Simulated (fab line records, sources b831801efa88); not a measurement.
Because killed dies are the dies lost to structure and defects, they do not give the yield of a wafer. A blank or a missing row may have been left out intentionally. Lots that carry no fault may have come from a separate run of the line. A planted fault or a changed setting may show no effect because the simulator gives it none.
A struck lot beside a sound one -- flow sky130 -- 15 out of 708 route steps
Sound: these wafers, L437.3, L437.5, L437.6. Struck: wafer L442.5. (L442.3, L442.4 of the same lot were not struck and are left out.) The cause comes at the end.
At each step with rows: each side's tool, then ch and its chambers, then its first start. Under that, the readings that differ: sound wafers -- struck wafers -- difference of the means -- sigmas: that difference in standard deviations of wafers without a fault.
alike: words and numbers the same on both sides, and readings whose means are apart by under 2 such deviations; not compared: readings that were withheld, readings missing a value for some wafer, numbers with overlapping values and no deviation given by the record, and bounds like >300 which may hide the same value.
Wherever a step has rows on one side only, a row that says differs or no value, or a row with sigmas, the two part there. When numbers do not overlap yet have no deviation, they are printed without sigmas and do not part them. A reading that every wafer of one side lacks parts them only if that side has two wafers or more.

first, 3 steps without rows for these wafers: SKY_METAL1_EXPOSE_12 (exposes mask MM1, target cd 140 nm); SKY_METAL1_PEB_13; SKY_METAL1_DEVELOP_14 (develop time 60 s).
SKY_METAL1_CD_MEAS_15: target cd 140 nm.
  sound on cd sem-01, day 36 18:48; struck on cd sem-02, day 37 22:38
  alike: cd nm
SKY_METAL1_OVL_MEAS_16:
  sound on overlay-01, day 36 18:54; struck on overlay-01, day 37 22:44
  alike: METAL1_OVL
SKY_METAL1_DESCUM_17: chemistry O2, time 8 s.
  sound on rie metal-02 ch 0,1, day 36 18:56; struck on rie metal-04 ch 0, day 37 22:46
  alike: drypump motor current A, oes product au
  not compared: rf hours counter h
SKY_METAL1_ETCH_18: etches BARC in N2/H2, stops on SiO2, time 45.9 s, target depth 60 nm.
  sound on rie metal-02 ch 0,1, day 36 18:59; struck on rie metal-04 ch 0, day 37 22:48
  alike: bias w, drypump motor current A, oes product au, throttle valve pct
  not compared: rf hours counter h
SKY_METAL1_METAL_ETCH_19: etches the open film in Cl2/BCl3, stops on SiO2, target depth 360 nm, time 78 s.
  sound on rie metal-02 ch 0,1, day 36 19:05; struck on rie metal-04 ch 0, day 37 22:52
  alike: bias w, drypump motor current A, mfc cl2 sccm, oes product au, throttle valve pct
  not compared: rf hours counter h
SKY_METAL1_STRIP_20: strips in O2/N2.
  sound on plasma asher-04 ch 0,1, day 36 19:12; struck on plasma asher-04 ch 0, day 37 22:58
  alike: drypump motor current A, oes product au, strip time to endpoint s
  not compared: rf hours counter h
then, 3 steps without rows for these wafers: SKY_METAL1_STRIP_21 (strips in post etch residue remover, time 1200 s); SKY_METAL1_CLEAN_22 (cleans in IPA, time 180 s); SKY_METAL1_CLEAN_23 (cleans in O3/DIW).
SKY_VIA1_HDPCVD_00: deposits SiO2, target thk 1030 nm, time 171.7 s.
  sound on hdpcvd-01 ch 1,2, day 36 19:52; struck on hdpcvd-01 ch 2, day 37 23:32
reading,sound,struck,difference,sigmas
run length s (s),200.3 198.6 200.7,174.9,-25.0,-58
model.SiO2_of_VIA1_HDPCVD_00.thk nm (nm),1029 1023 1022,870.4,-154.3,
SKY_VIA1_THK_MEAS_01:
  sound on film metro-04, day 36 20:00; struck on film metro-04, day 37 23:40
reading,sound,struck,difference,sigmas
VIA1_HDPCVD_THK (nm),1030 1022 1023,870,-155,-16
SKY_VIA1_CMP_02: polishes SiO2.
  sound on cmp-01 ch 0,2,3, day 36 20:14; struck on cmp-02 ch 0, day 37 23:57
  alike: motor current A, slurry flow ml min

## WHERE THEY PART
First at SKY_VIA1_HDPCVD_00; last, within this record, at SKY_VIA1_THK_MEAS_01. Later steps at which nothing parts them and some readings are alike: SKY_VIA1_CMP_02.

WHY: whatever the simulator had introduced
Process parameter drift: hdpcvd-01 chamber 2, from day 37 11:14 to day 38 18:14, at SKY_VIA1_HDPCVD_00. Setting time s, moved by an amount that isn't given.
